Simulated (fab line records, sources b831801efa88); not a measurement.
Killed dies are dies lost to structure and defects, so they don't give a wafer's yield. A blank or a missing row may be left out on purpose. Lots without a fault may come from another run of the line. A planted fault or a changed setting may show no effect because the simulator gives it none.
Which tool did it? | flow gf180mcu | 11 lots, 33 wafers sampled, at 3 steps of a route of 602

WHAT THE GAUGES READ, wafer by wafer
GF_VT_IMPLANT_RS_MEAS_48: measures by four-point-probe.
lot  | measured     | on            | LVPWELL_RS (ohm/sq)
L122 | day 7 19:50  | film_metro-02 | 1194 1195 1193
L123 | day 8 03:44  | film_metro-02 | 1192 1197 1193
L132 | day 10 16:36 | film_metro-04 | 1199 1201 1199
L133 | day 10 22:34 | film_metro-04 | 1199 1194 1199
L134 | day 11 04:52 | film_metro-03 | 1195 1196 1198
L136 | day 11 18:11 | film_metro-04 | 1194 1196 1195
L137 | day 12 00:29 | film_metro-02 | 1195 1190 1193
L138 | day 12 06:15 | film_metro-02 | 1192 1192 1192
L139 | day 12 14:06 | film_metro-04 | 1191 1196 1194
L140 | day 12 20:45 | film_metro-02 | 1194 1197 1193
L144 | day 14 01:22 | film_metro-02 | 1192 1196 1192

GF_POLY_GATE_THK_MEAS_01.
lot  | measured     | on            | POLY_GATE_CVD_00_THK (nm)
L122 | day 8 16:37  | film_metro-02 | 200.8 199.6 200.0
L123 | day 9 03:07  | film_metro-04 | 195.7 195.8 197.5
L132 | day 11 17:05 | film_metro-02 | 200.9 200.1 199.8
L133 | day 11 22:17 | film_metro-02 | 170.3 171.4 171.0
L134 | day 12 08:49 | film_metro-01 | 172.0 170.2 173.5
L136 | day 12 19:58 | film_metro-02 | 200.0 199.0 197.4
L137 | day 13 04:08 | film_metro-04 | 198.0 197.2 198.3
L138 | day 13 08:44 | film_metro-04 | 196.6 196.7 197.8
L139 | day 13 14:22 | film_metro-04 | 199.8 197.9 199.8
L140 | day 13 23:59 | film_metro-01 | 197.9 198.6 199.0
L144 | day 15 04:10 | film_metro-04 | 195.1 196.0 198.1

WHICH TOOL RAN EACH LOT (tool, then ch and the chambers of the sampled wafers, then the start)
lot  | GF_POLY_GATE_CVD_00
L122 | lpcvd-01 ch 1, day 8 15:17
L123 | lpcvd-02 ch 0, day 9 01:07
L132 | lpcvd-01 ch 0, day 11 15:44
L133 | lpcvd-01 ch 0, day 11 20:55
L134 | lpcvd-01 ch 0, day 12 07:28
L136 | lpcvd-02 ch 1, day 12 18:38
L137 | lpcvd-02 ch 1, day 13 02:49
L138 | lpcvd-01 ch 1, day 13 07:24
L139 | lpcvd-02 ch 0, day 13 13:02
L140 | lpcvd-02 ch 1, day 13 22:38
L144 | lpcvd-01 ch 1, day 15 02:49
- GF_POLY_GATE_CVD_00: deposits poly-Si, target thk 200 nm, time 1200 s.

WHAT THE TOOLS THEMSELVES READ (means of the sampled wafers that have a number; where no wafer has one, the mark that the record gives instead)
GF_POLY_GATE_CVD_00.
lot  | tool     | zone_power_lower_pct (%)
L122 | lpcvd-01 | 8.71
L123 | lpcvd-02 | 8.84
L132 | lpcvd-01 | 8.89
L133 | lpcvd-01 | 8.96
L134 | lpcvd-01 | 8.96
L136 | lpcvd-02 | 9.16
L137 | lpcvd-02 | 9.09
L138 | lpcvd-01 | 8.73
L139 | lpcvd-02 | 8.85
L140 | lpcvd-02 | 9.14
L144 | lpcvd-01 | 8.67

THE ANSWER, worked out from the rows above alone
Rule: what is usual is taken from the lots themselves. Put in order of their means at a reading, lots are off if they are a third of the lots or fewer, leave a main group of 4 or more, and stand apart from it by a gap of 3 or more times the standard deviation of the main group's means; of several such gaps the widest counts. A main group whose means are all the same, to the digits that the tables above print for the reading, isn't used. A lot without any number at a reading at which 4 lots or more have one is off too. The other lots that the step has rows for count as sound. The gauges are gone through in route order, then the tools' own readings, and for those a lot's mean is taken as printed above. The first step at which some lot is off is used, and at that step the reading that is off furthest; a lot without a number counts as furthest.
Off: L133, L134, at GF_POLY_GATE_THK_MEAS_01 (POLY_GATE_CVD_00_THK). The main group: mean 198.3 nm, standard deviation 1.4.
A tool fits if, at a process step before that reading, it ran every lot that is off, and no sound lot after the first of them. The gauges at GF_POLY_GATE_THK_MEAS_01 are tried like those tools. None of those tried fits.

WHAT THE SIMULATOR HAD PUT IN
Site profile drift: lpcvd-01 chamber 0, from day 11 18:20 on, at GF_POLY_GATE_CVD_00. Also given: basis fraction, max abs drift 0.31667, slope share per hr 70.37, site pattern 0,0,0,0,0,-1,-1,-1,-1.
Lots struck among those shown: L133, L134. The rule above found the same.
